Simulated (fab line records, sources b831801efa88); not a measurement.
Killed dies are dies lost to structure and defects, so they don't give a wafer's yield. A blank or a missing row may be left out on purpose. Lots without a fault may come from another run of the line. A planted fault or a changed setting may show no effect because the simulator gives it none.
fab line records | flow sky130
record lots=6 wafers=18 last_day=50
route steps=708 shown LI_CONTACT@368 LOCAL_INTERCONNECT@387 PAD_OPEN@708
lots that met no fault: from a run of the same line without faults
start_h: hours from the record's first day to the start of the lot's first wafer shown | wait_h: hours since the lot's step before | " the same as in the row above | L1.1+2: a row that stands for several wafers | - no value, or no start given | * or withheld: withheld | < > ~ a bound
route shown NAME@n: a module of which the file shows steps, and the number in the route of the first | usual: mean/standard deviation of fault-free wafers | same: alike in all rows | chamber/n: place in a boat | sites: the reading at each site | _std_site: their standard deviation | _edge_site: outer sites' mean less inner sites' | radius_mm: how far each site lies from the wafer's centre | mask NAME#n: copy n | behind: the tool/chamber that last shaped the wafer | hold: why the lot was held/for how many hours/how that ended | device: the transistor (n, p or np) that didn't switch | end of line: the same wafers' tests at the end of the route | a step without rows: its recipe alone | killed: dies lost to structure and defects at the first sort, not the wafer's yield | map: a wafer's dies, x killed, . not, _ none there
set.NAME: the setting as run; set.NAME@STEP: as run at that earlier step | model.NAME: the simulator's own value behind a step, which no gauge read
lots at some steps of the route; a table a step, a row a wafer
services: from which hour (start_h, from the record's first day; less than 0 if before it) a tool's chamber was out of use, for how many hours, and why
## steps
# step SKY_LI_CONTACT_COAT_06
# recipe resist=BARC temp_c=withheld time_s=withheld spin_rpm=3000 resist_thk_nm=60
# step SKY_LI_CONTACT_COAT_07
# recipe resist=KrF-thick spin_rpm=3000 resist_thk_nm=450
# step SKY_LI_CONTACT_SOFTBAKE_08
# recipe temp_c=100 time_s=90 resist=KrF-thick
# step SKY_LI_CONTACT_EXPOSE_09
# recipe mask_id=LICM1 na=0.8 source_shape=annular sigma_inner=0.55 sigma_outer=0.85 target_cd_nm=170 dose_mj=38
# step SKY_LI_CONTACT_PEB_10
# recipe peb_temp_c=withheld peb_time_s=withheld resist=KrF-thick
# step SKY_LI_CONTACT_DEVELOP_11
# recipe develop_time_s=60 resist=KrF-thick dev_temp_c=21
# step SKY_LI_CONTACT_CD_MEAS_12
# recipe target_cd_nm=170
# usual cd_nm=170.8/1.9
# columns lot.wafer tool chamber start_h wait_h cd_nm
L138.2 cd_sem-02 - 687.17 - 175.6
L138.3 " - " " 173.7
L138.6 " - " " 174.6
L141.1 cd_sem-02 - 712.35 - 172.2
L141.2 " - " " 171.8
L141.4 " - " " 171.5
L144.1 cd_sem-02 - 741.30 - 169.5
L144.2 " - " " 169.4
L144.4 " - " " 170.5
L151.1 cd_sem-01 - 792.71 - 170.6
L151.3 " - " " 169.4
L151.5 " - " " 170.5
L158.1 cd_sem-02 - 840.70 - 171.7
L158.5 " - " " 170.6
L158.6 " - " " 170.7
L160.1 cd_sem-01 - 856.76 - 170.9
L160.3 " - " " 169.8
L160.5 " - " " 170.2
# step SKY_LI_CONTACT_OVL_MEAS_13
# usual LI_CONTACT_OVL=-1/4.2
# columns lot.wafer tool chamber start_h wait_h LI_CONTACT_OVL[nm]
L138.2 overlay-02 - 687.27 0.1 1
L138.3 " - " " -1
L138.6 " - " " 0
L141.1 overlay-02 - 712.47 0.1 -2
L141.2 " - " " 0
L141.4 " - " " 3
L144.1 overlay-02 - 741.42 0.1 -1
L144.2 " - " " -1
L144.4 " - " " 0
L151.1 overlay-02 - 792.83 0.1 3
L151.3 " - " " 2
L151.5 " - " " -3
L158.1 overlay-02 - 840.82 0.1 -12
L158.5 " - " " -7
L158.6 " - " " -3
L160.1 overlay-01 - 856.88 0.1 -6
L160.3 " - " " -9
L160.5 " - " " -9
# step SKY_LI_CONTACT_ETCH_14
# recipe chemistry=N2/H2 target=BARC ion_energy_ev=200 source_w=500 bias_w=100 pressure_mtorr=30 n2_flow_sccm=100 h2_flow_sccm=200 stop_on=SiO2 time_s=45.9 target_depth_a=600
# usual drypump_motor_current_A=5.7/0.41 n2_flow_sccm=100.0/0.32 oes_product_au=0.855/0.0048 throttle_valve_pct=13.223/0.011
# columns lot.wafer tool chamber start_h wait_h drypump_motor_current_A n2_flow_sccm oes_product_au rf_hours_counter_h throttle_valve_pct
L138.2 rie_diel-01 3 687.30 0.0 5.5 100.2 0.855 5 13.205
L138.3 " 2 " " 6.1 99.9 0.856 29 13.210
L138.6 " 1 " " 5.5 99.4 0.850 - 13.213
L141.1 rie_diel-01 3 712.50 0.0 5.5 100.3 0.850 5 13.230
L141.2 " 2 " " 6.1 99.8 0.856 29 13.224
L141.4 " 0 " " 4.9 100.3 0.855 23 13.226
L144.1 rie_diel-03 2 741.45 0.0 5.3 99.6 0.863 8 13.241
L144.2 " 0 " " 5.8 100.0 0.853 6 13.211
L144.4 " 1 " " 5.5 100.0 0.852 34 13.242
L151.1 rie_diel-01 1 792.86 0.0 5.6 99.7 0.855 9 13.212
L151.3 " 0 " " 4.9 100.0 0.852 25 13.226
L151.5 " 1 " " 5.6 99.4 0.853 - 13.219
L158.1 rie_diel-04 3 840.86 0.0 5.7 99.9 0.861 25 13.215
L158.5 " 1 " " 6.0 100.2 0.849 - 13.228
L158.6 " 2 " " 6.4 99.7 0.855 - 13.220
L160.1 rie_diel-04 2 856.91 0.0 6.4 99.9 0.853 8 13.233
L160.3 " 3 " " 5.7 101.0 0.854 26 13.223
L160.5 " 2 " " 6.4 100.2 0.847 - 13.221
# step SKY_LI_CONTACT_ETCH_15
# recipe target=PSG chemistry=C4F8/O2/Ar stop_on=Si taper_deg=4.15 mask_material=KrF-thick source_w=1500 bias_w=1200 pressure_mtorr=40 c4f8_flow_sccm=withheld O2_flow_sccm=6 Ar_flow_sccm=300 time_s=withheld target_depth_a=6000
# step SKY_LI_CONTACT_STRIP_16
# recipe chemistry=O2/N2 power_w=1400 pressure_mtorr=1500 platen_temp_c=withheld o2_flow_sccm=3000 n2_flow_sccm=300 overash_fraction=0.5
# usual drypump_motor_current_A=5.8/0.31 n2_flow_sccm=300.0/0.91 oes_product_au=0.376/0.0052 strip_time_to_endpoint_s=3.50/0.049
# columns lot.wafer tool chamber start_h wait_h drypump_motor_current_A n2_flow_sccm oes_product_au rf_hours_counter_h strip_time_to_endpoint_s
L138.2 plasma_asher-04 0 687.43 - 5.7 301.2 0.375 27 3.46
L138.3 " 1 " " 5.0 300.0 0.375 - 3.36
L138.6 " 0 " " 5.7 300.5 0.376 - 3.50
L141.1 plasma_asher-03 0 712.63 - 6.0 300.3 0.381 102 3.49
L141.2 " 1 " " 5.9 300.6 0.377 102 3.40
L141.4 " 0 " " 6.0 299.6 0.377 - 3.52
L144.1 plasma_asher-02 0 741.58 - 6.0 300.3 0.376 85 3.53
L144.2 " 1 " " 5.7 298.5 0.372 85 3.52
L144.4 " 0 " " 6.0 300.5 0.378 - 3.51
L151.1 plasma_asher-03 1 792.99 - 5.8 301.4 0.375 4 3.50
L151.3 " 0 " " 6.0 298.7 0.375 - 3.52
L151.5 " 0 " " 6.0 298.9 0.371 - 3.49
L158.1 plasma_asher-02 0 840.98 - 6.0 301.6 0.370 95 3.48
L158.5 " 0 " " 6.0 300.0 0.374 - 3.47
L158.6 " 1 " " 5.7 300.6 0.376 - 3.53
L160.1 plasma_asher-02 0 857.04 - 6.0 300.2 0.377 97 3.49
L160.3 " 0 " " 6.1 301.7 0.377 - 3.46
L160.5 " 0 " " 6.0 300.5 0.370 - 3.47
# step SKY_LI_CONTACT_CLEAN_17
# recipe chemistry=NMP time_s=600 temp_c=60 dry=n2_spin
# step SKY_LI_CONTACT_PRE_CLEAN_18
# recipe gas=Ar time_s=5.6 bias_v=358
# columns lot.wafer tool chamber start_h wait_h model.PSG_of_LI_CONTACT_HDPCVD_00.thk_nm
L138.2 pvd_sputter-02 - 687.71 0.0 591.3
L138.3 " - " " 591.5
L138.6 " - " " 591.1
L141.1 pvd_sputter-04 - 712.91 0.0 594.4
L141.2 " - " " 595.5
L141.4 " - " " 595.8
L144.1 pvd_sputter-04 - 741.86 0.0 594.7
L144.2 " - " " 595.2
L144.4 " - " " 598.3
L151.1 pvd_sputter-02 - 793.28 0.0 591.3
L151.3 " - " " 594.1
L151.5 " - " " 591
L158.1 pvd_sputter-03 - 841.26 0.0 592.8
L158.5 " - " " 592.7
L158.6 " - " " 590.7
L160.1 pvd_sputter-04 - 857.33 0.0 593.2
L160.3 " - " " 595.4
L160.5 " - " " 592.1
# step SKY_LI_CONTACT_SPUTTER_19
# recipe material=Ti target_thk_nm=20 chamber_pressure_pa=5 power_w=2500 substrate_temp_c=200 time_s=106.37
# step SKY_LI_CONTACT_SPUTTER_20
# recipe material=TiN target_thk_nm=20 chamber_pressure_pa=5 power_w=4000 time_s=80
# usual chamber_pressure_pa=5.001/0.0098 throttle_valve_pct=30.0/0.91
# columns lot.wafer tool chamber start_h wait_h chamber_pressure_pa throttle_valve_pct
L138.2 pvd_sputter-02 - 687.80 0.0 5.004 31.0
L138.3 " - " " 5.008 30.1
L138.6 " - " " 5.005 30.4
L141.1 pvd_sputter-04 - 713.00 0.0 5.020 29.2
L141.2 " - " " 5.004 29.5
L141.4 " - " " 5.031 29.5
L144.1 pvd_sputter-04 - 741.95 0.0 5.007 28.7
L144.2 " - " " 5.014 29.3
L144.4 " - " " 4.986 30.2
L151.1 pvd_sputter-02 - 793.38 0.0 4.989 30.7
L151.3 " - " " 4.984 31.4
L151.5 " - " " 4.995 31.1
L158.1 pvd_sputter-03 - 841.35 0.0 5.007 30.7
L158.5 " - " " 4.995 28.7
L158.6 " - " " 4.992 28.5
L160.1 pvd_sputter-04 - 857.43 0.0 4.998 29.7
L160.3 " - " " 4.994 28.5
L160.5 " - " " 4.995 29.2
# step SKY_LI_CONTACT_CVD_21
# recipe material=W target_thk_nm=400 time_s=120.56 temp_c=400 pressure_torr=40
# usual chamber_pressure_Torr=39.99/0.078 heater_power_outer_w=507/67 heater_power_w=809/66
# columns lot.wafer tool chamber start_h wait_h chamber_pressure_Torr heater_power_outer_w heater_power_w
L138.2 cvd_w-01 0 687.86 0.0 40.06 577 878
L138.3 " 0 " " 40.01 584 883
L138.6 " 0 " " 39.94 606 871
L141.1 cvd_w-01 0 713.06 0.0 39.98 590 900
L141.2 " 1 " " 40.06 445 757
L141.4 " 0 " " 40.03 603 905
L144.1 cvd_w-02 0 742.01 0.0 40.08 516 787
L144.2 " 1 " " 39.95 452 762
L144.4 " 1 " " 40.01 453 762
L151.1 cvd_w-01 1 793.44 0.0 39.91 430 768
L151.3 " 0 " " 39.93 596 903
L151.5 " 1 " " 39.91 445 745
L158.1 cvd_w-01 0 841.41 0.0 39.95 580 881
L158.5 " 0 " " 40.13 582 906
L158.6 " 1 " " 40.09 434 758
L160.1 cvd_w-01 1 857.49 0.0 39.99 449 763
L160.3 " 1 " " 40.02 441 762
L160.5 " 1 " " 39.98 445 766
# step SKY_LI_CONTACT_RS_MEAS_22
# recipe thk_meas_gauge=four-point-probe reads=W_of_LI_CONTACT_CVD_21+TiN_of_LI_CONTACT_SPUTTER_20+Ti_of_LI_CONTACT_SPUTTER_19
# usual LI_CONTACT_W_RS=0.286/0.0056
# columns lot.wafer tool chamber start_h wait_h LI_CONTACT_W_RS[ohm/sq]
L138.2 film_metro-04 - 688.01 0.1 0.290
L138.3 " - " " 0.291
L138.6 " - " " 0.292
L141.1 film_metro-04 - 713.19 0.1 0.294
L141.2 " - " " 0.285
L141.4 " - " " 0.297
L144.1 film_metro-01 - 742.14 0.1 0.284
L144.2 " - " " 0.274
L144.4 " - " " 0.273
L151.1 film_metro-03 - 793.56 0.1 0.282
L151.3 " - " " 0.286
L151.5 " - " " 0.285
L158.1 film_metro-03 - 841.54 0.1 0.285
L158.5 " - " " 0.288
L158.6 " - " " 0.288
L160.1 film_metro-03 - 857.61 0.1 0.288
L160.3 " - " " 0.288
L160.5 " - " " 0.288
# step SKY_LI_CONTACT_THK_MEAS_23
# recipe thk_meas_gauge=xrf reads=W_of_LI_CONTACT_CVD_21
# usual LI_CONTACT_W_THK=386/8.9
# columns lot.wafer tool chamber start_h wait_h LI_CONTACT_W_THK[nm]
L138.2 film_metro-04 - 688.12 0.1 383
L138.3 " - " " 381
L138.6 " - " " 379
L141.1 film_metro-04 - 713.31 0.1 383
L141.2 " - " " 395
L141.4 " - " " 380
L144.1 film_metro-01 - 742.26 0.1 390
L144.2 " - " " 409
L144.4 " - " " 409
L151.1 film_metro-03 - 793.68 0.1 384
L151.3 " - " " 382
L151.5 " - " " 381
L158.1 film_metro-03 - 841.66 0.1 381
L158.5 " - " " 376
L158.6 " - " " 378
L160.1 film_metro-03 - 857.73 0.1 380
L160.3 " - " " 380
L160.5 " - " " 378
# step SKY_LI_CONTACT_CMP_24
# recipe stop_on=PSG t_overpolish_s=20 down_force_psi=3.5 platen_rpm=60 target_thk_nm=0 pad_velocity_m_s=0.94248
# usual motor_current_A=11.0/0.85 overpolish_run_s=20.000/0.0097 time_to_endpoint_s=94/4.7
# columns lot.wafer tool chamber start_h wait_h motor_current_A overpolish_run_s time_to_endpoint_s model.PSG_of_LI_CONTACT_HDPCVD_00.thk_nm
L138.2 cmp-02 2 688.27 0.1 12.9 20.003 98 586.9
L138.3 " 3 " " 8.8 20.009 95 587.1
L138.6 " 1 " " 11.9 20.009 105 586.7
L141.2 cmp-01 1 713.42 0.1 11.5 19.997 94 591.1
L141.4 " 2 " " 10.8 20.005 89 591.4
L141.1 " 3 " " 11.4 20.004 91 590
L144.2 cmp-01 1 742.32 0.0 11.2 19.992 99 590.8
L144.1 " 3 " " 11.7 20.013 96 590.3
L144.4 " 0 " " 10.5 19.999 101 593.9
L151.1 cmp-01 3 793.79 0.1 11.8 20.001 93 586.9
L151.3 " 1 " " 10.8 19.982 94 589.7
L151.5 " 2 " " 11.1 20.000 94 586.6
L158.1 cmp-01 1 841.82 0.1 11.0 19.995 92 588.5
L158.5 " 3 " " 11.3 19.985 93 588.3
L158.6 " 0 " " 10.8 19.989 94 586.3
L160.1 cmp-01 0 857.89 0.1 10.7 19.998 96 588.8
L160.3 " 1 " " 11.1 19.979 91 591
L160.5 " 2 " " 10.5 19.985 90 587.7
# step SKY_LOCAL_INTERCONNECT_SPUTTER_00
# recipe material=TiN target_thk_nm=100 temp_c=300 power_w=6500 time_s=83.3 chamber_pressure_pa=0.4
# usual chamber_pressure_pa=0.3999/0.00068 throttle_valve_pct=29.9/0.88
# columns lot.wafer tool chamber start_h wait_h chamber_pressure_pa throttle_valve_pct
L138.2 pvd_sputter-01 - 688.47 0.1 0.4006 30.2
L138.3 " - " " 0.4004 29.2
L138.6 " - " " 0.3998 30.5
L141.1 pvd_sputter-02 - 713.72 0.1 0.3998 30.3
L141.2 " - " " 0.4000 31.3
L141.4 " - " " 0.3996 31.2
L144.1 pvd_sputter-03 - 742.62 0.1 0.3997 28.7
L144.2 " - " " 0.4000 30.7
L144.4 " - " " 0.3995 28.7
L151.1 pvd_sputter-02 - 794.04 0.2 0.3989 31.4
L151.3 " - " " 0.3998 30.4
L151.5 " - " " 0.4005 31.1
L158.1 pvd_sputter-01 - 842.02 0.1 0.4009 29.3
L158.5 " - " " 0.3999 30.3
L158.6 " - " " 0.3993 28.8
L160.1 pvd_sputter-03 - 858.09 0.1 0.4002 28.5
L160.3 " - " " 0.3988 30.5
L160.5 " - " " 0.3987 30.9
# step SKY_PAD_OPEN_PROBE_99
# usual killed_at_M0_to_M3=41/6.2 killed_at_M4_up=3.0/1.7 killed_at_contacts=25/5.8 killed_at_front_end=16/4.5 killed_at_other=0.2/0.42 killed_dies=85/8.4 killed_open=46/5.9 killed_short=39/6.3
# same gross_dies=492 killed_at_back_side=0
# columns lot.wafer tool chamber start_h wait_h killed_at_M0_to_M3 killed_at_M4_up killed_at_contacts killed_at_front_end killed_at_other killed_dies killed_open killed_short model.etest.nfet_g5v0d10v5.r_on_ohm_um model.etest.licon_ndiff.rc_ohm model.etest.nfet_01v8.r_on_ohm_um model.etest.sonos_uncharged.r_on_ohm_um model.etest.licon_pdiff.rc_ohm model.etest.licon_poly.rc_ohm model.etest.licon_high_po.rc_ohm
L138.2 prober-01 - 1088.71 0.1 43 2 36 12 0 93 47 46 1856 170.6 813.5 801.3 550.6 145 341.4
L138.3 prober-01 - 1088.76 0.2 45 2 26 15 0 88 46 42 1819 169.8 822.5 799.5 541.6 141.5 327.3
L138.6 prober-01 - 1088.91 0.2 36 5 32 10 0 83 48 34 1825 169.2 823.6 799.7 554.5 147.2 333.1
L141.1 prober-02 - 1104.27 0.1 44 8 27 13 0 92 47 45 1895 223.4 882.3 859.4 633.2 166.6 345.1
L141.2 prober-02 - 1104.32 0.1 45 3 25 11 0 84 53 31 1889 224.9 845.8 825.2 596.3 179.4 347.5
L141.4 prober-02 - 1104.42 0.2 37 4 30 5 0 76 40 36 1916 234.1 871.8 844.1 616.6 173.2 364.9
L144.1 prober-01 - 1126.39 0.1 42 3 36 16 0 97 59 35 1936 243.5 876.5 861.5 626.4 177.9 378.2
L144.2 prober-01 - 1126.44 0.1 43 1 23 9 0 76 33 43 1937 237.8 882.1 864.5 624.5 184.2 375.6
L144.4 prober-01 - 1126.54 0.2 41 3 24 13 0 81 42 37 1909 240.7 852.7 861.1 614.3 170.7 369.1
L151.1 prober-02 - 1161.81 0.1 42 7 18 19 0 86 40 46 1913 179.2 861.3 821.6 582.2 147.7 335.4
L151.3 prober-02 - 1161.91 0.2 50 1 17 9 1 78 47 31 1913 185.4 859.8 809.2 601.4 157.2 359.9
L151.5 prober-02 - 1162.01 0.2 36 2 30 14 0 82 43 39 1913 179.2 884.1 833.9 581.5 143.2 342.4
L158.1 prober-01 - 1191.57 0.1 33 4 27 19 0 83 43 40 1918 180.9 846.6 831 566.7 149.3 338.5
L158.5 prober-01 - 1191.77 0.2 34 2 22 21 0 79 43 36 1915 183.6 854.1 838 572.9 151.2 344
L158.6 prober-01 - 1191.82 0.2 43 1 23 13 1 81 39 41 1922 173.3 837.2 840.4 567.2 147.8 336.5
L160.1 prober-01 - 1202.81 0.1 35 0 30 8 0 73 44 29 1904 180.9 833.2 820 574.6 148.5 337.2
L160.3 prober-01 - 1202.91 0.2 44 1 34 18 0 97 48 48 1881 183.7 825.5 806 588.5 151.1 363.5
L160.5 prober-01 - 1203.01 0.2 55 1 22 13 0 91 43 48 1908 178.2 804.2 811.6 557.3 155.8 345.7
# killed by level:class
L138.2 CONTACT:geometric_particle:open=14 VIA1:geometric_particle:open=13 CONTACT:geometric_particle:short=8 LOCAL_INTERCONNECT:geometric_particle:short=7 METAL2:geometric_particle:short=7 LI_CONTACT:geometric_particle:open=5 VIA1:geometric_particle:short=5 VIA2:geometric_particle:open=5
L138.3 CONTACT:geometric_particle:open=15 VIA1:geometric_particle:open=12 METAL1:geometric_particle:short=7 FIELD_ISO:geometric_particle:open=6 LOCAL_INTERCONNECT:geometric_particle:short=6 METAL3:geometric_particle:short=6 VIA1:geometric_particle:short=4 METAL2:geometric_particle:short=4
L138.6 LI_CONTACT:geometric_particle:open=12 VIA1:geometric_particle:open=11 LOCAL_INTERCONNECT:geometric_particle:short=7 CONTACT:geometric_particle:short=7 CONTACT:geometric_particle:open=6 VIA2:geometric_particle:open=6 VIA3:geometric_particle:open=5 POLY_GATE:geometric_particle:short=4
L141.1 CONTACT:geometric_particle:open=11 VIA1:geometric_particle:short=11 VIA1:geometric_particle:open=11 CONTACT:geometric_particle:short=8 VIA2:geometric_particle:open=7 METAL4:geometric_particle:short=6 FIELD_ISO:geometric_particle:open=3 FIELD_ISO:geometric_particle:short=3
L141.2 VIA1:geometric_particle:open=15 CONTACT:geometric_particle:open=10 VIA2:geometric_particle:open=8 LI_CONTACT:geometric_particle:open=7 METAL2:geometric_particle:short=5 CONTACT:geometric_particle:short=4 VIA1:geometric_particle:short=4 VIA3:geometric_particle:open=4
L141.4 LI_CONTACT:geometric_particle:open=10 VIA1:geometric_particle:open=10 CONTACT:geometric_particle:short=9 METAL1:geometric_particle:short=7 VIA2:geometric_particle:open=6 CONTACT:geometric_particle:open=5 VIA1:geometric_particle:short=5 LI_CONTACT:geometric_particle:short=4
L144.1 CONTACT:geometric_particle:open=17 VIA1:geometric_particle:open=8 LI_CONTACT:geometric_particle:open=8 VIA2:geometric_particle:open=8 VIA1:geometric_particle:short=6 VIA3:geometric_particle:open=6 POLY_GATE:geometric_particle:open=5 CONTACT:geometric_particle:short=5
L144.2 METAL2:geometric_particle:short=11 METAL1:geometric_particle:short=8 VIA1:geometric_particle:open=7 LI_CONTACT:geometric_particle:open=5 CONTACT:geometric_particle:open=5 VIA3:geometric_particle:open=5 CONTACT:geometric_particle:short=4 VIA1:geometric_particle:short=4
L144.4 CONTACT:geometric_particle:open=9 VIA1:geometric_particle:open=9 LI_CONTACT:geometric_particle:open=8 METAL1:geometric_particle:short=8 METAL2:geometric_particle:short=7 POLY_GATE:geometric_particle:open=5 VIA2:geometric_particle:open=5 LI_CONTACT:geometric_particle:short=4
L151.1 VIA1:geometric_particle:short=11 VIA1:geometric_particle:open=9 POLY_GATE:geometric_particle:short=8 CONTACT:geometric_particle:open=8 METAL2:geometric_particle:short=7 LI_CONTACT:geometric_particle:open=5 METAL4:geometric_particle:short=5 VIA3:geometric_particle:open=5
L151.3 VIA1:geometric_particle:open=16 VIA2:geometric_particle:open=7 METAL2:geometric_particle:short=6 LI_CONTACT:geometric_particle:open=6 VIA3:geometric_particle:open=6 CONTACT:geometric_particle:open=5 POLY_GATE:geometric_particle:short=4 METAL1:geometric_particle:short=4
L151.5 VIA1:geometric_particle:open=11 CONTACT:geometric_particle:open=10 LI_CONTACT:geometric_particle:open=6 LI_CONTACT:geometric_particle:short=5 VIA3:geometric_particle:open=5 LOCAL_INTERCONNECT:geometric_particle:short=4 CONTACT:geometric_particle:short=4 METAL2:geometric_particle:short=4
L158.1 LI_CONTACT:geometric_particle:open=8 CONTACT:geometric_particle:open=7 VIA1:geometric_particle:open=7 FIELD_ISO:geometric_particle:short=6 FIELD_ISO:geometric_particle:open=5 LOCAL_INTERCONNECT:geometric_particle:short=5 METAL2:geometric_particle:short=5 VIA2:geometric_particle:short=5
L158.5 CONTACT:geometric_particle:open=12 FIELD_ISO:geometric_particle:open=7 VIA2:geometric_particle:open=7 FIELD_ISO:geometric_particle:short=6 VIA1:geometric_particle:open=6 CONTACT:geometric_particle:short=5 VIA1:geometric_particle:short=5 VIA3:geometric_particle:open=5
L158.6 CONTACT:geometric_particle:open=11 VIA1:geometric_particle:open=10 METAL1:geometric_particle:short=9 LI_CONTACT:geometric_particle:open=5 VIA3:geometric_particle:open=5 FIELD_ISO:geometric_particle:short=4 POLY_GATE:geometric_particle:short=4 VIA3:geometric_particle:short=4
L160.1 LI_CONTACT:geometric_particle:open=10 VIA1:geometric_particle:open=8 CONTACT:geometric_particle:open=7 VIA3:geometric_particle:open=7 CONTACT:geometric_particle:short=6 VIA2:geometric_particle:open=6 FIELD_ISO:geometric_particle:short=5 METAL1:geometric_particle:short=5
L160.3 CONTACT:geometric_particle:open=13 VIA1:geometric_particle:open=10 LOCAL_INTERCONNECT:geometric_particle:short=10 METAL1:geometric_particle:short=8 LI_CONTACT:geometric_particle:open=7 METAL2:geometric_particle:short=7 FIELD_ISO:geometric_particle:open=6 VIA1:geometric_particle:short=4
L160.5 VIA1:geometric_particle:open=14 LI_CONTACT:geometric_particle:short=7 VIA3:geometric_particle:open=7 METAL1:geometric_particle:short=7 METAL2:geometric_particle:short=7 VIA2:geometric_particle:open=7 POLY_GATE:geometric_particle:short=6 LOCAL_INTERCONNECT:geometric_particle:short=6
## services
# columns tool chamber start_h hours kind
cmp-02 - 665.49 1.0 repair
rie_diel-03 0 679.88 3.5 repair
cvd_w-01 1 680.64 3.5 repair
plasma_asher-02 - 681.34 8.2 repair
cvd_w-02 - 684.37 1.3 repair
cvd_w-02 1 686.37 4.6 repair
pvd_sputter-01 - 700.04 1.8 repair
pvd_sputter-04 - 703.71 3.2 repair
plasma_asher-03 - 712.77 6.4 repair
rie_diel-01 - 724.93 0.3 repair
plasma_asher-03 - 733.75 9.0 pm
rie_diel-04 3 735.03 1.8 repair
plasma_asher-03 - 762.36 8.8 repair
pvd_sputter-04 - 765.80 1.1 repair
cmp-01 - 771.66 3.2 pm
cvd_w-01 0 777.86 6.8 repair
plasma_asher-03 - 795.80 2.8 repair
rie_diel-01 1 805.22 8.6 repair
pvd_sputter-04 - 809.29 0.8 repair
pvd_sputter-03 - 819.83 2.2 repair
cmp-01 - 832.16 0.3 repair
cvd_w-01 - 836.11 0.7 repair
pvd_sputter-02 - 836.53 0.7 repair
cmp-01 - 847.93 1.6 repair
## key
first_sign none at tools or gauges
model_effect step=SKY_LI_CONTACT_PRE_CLEAN_18 value=PSG_of_LI_CONTACT_HDPCVD_00.thk_nm without=591.6 struck=595.7
model_effect step=SKY_LI_CONTACT_CMP_24 value=PSG_of_LI_CONTACT_HDPCVD_00.thk_nm without=587.2 struck=591.3
model_effect step=SKY_PAD_OPEN_PROBE_99 value=etest.nfet_g5v0d10v5.r_on_ohm_um without=1851 struck=1914
met_at SKY_LI_CONTACT_PRE_CLEAN_18
struck_wafers L141.1,L141.2,L141.4,L144.1,L144.2,L144.4
tester_left_out L141,L144
fault kind=process_parameter_drift tool=pvd_sputter-04 chamber=- onset_h=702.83 steps=SKY_LI_CONTACT_PRE_CLEAN_18 channel=time_s offset=* shape=step end_h=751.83 acts_in=* stated=*
# tester_left_out: of these lots the tester's yield and bins aren't shown, on N5 and GAA mostly nor the transistor test; their killed dies are dies lost to structure and defects alone, not to doping, threshold or leakage, so they don't give the yield
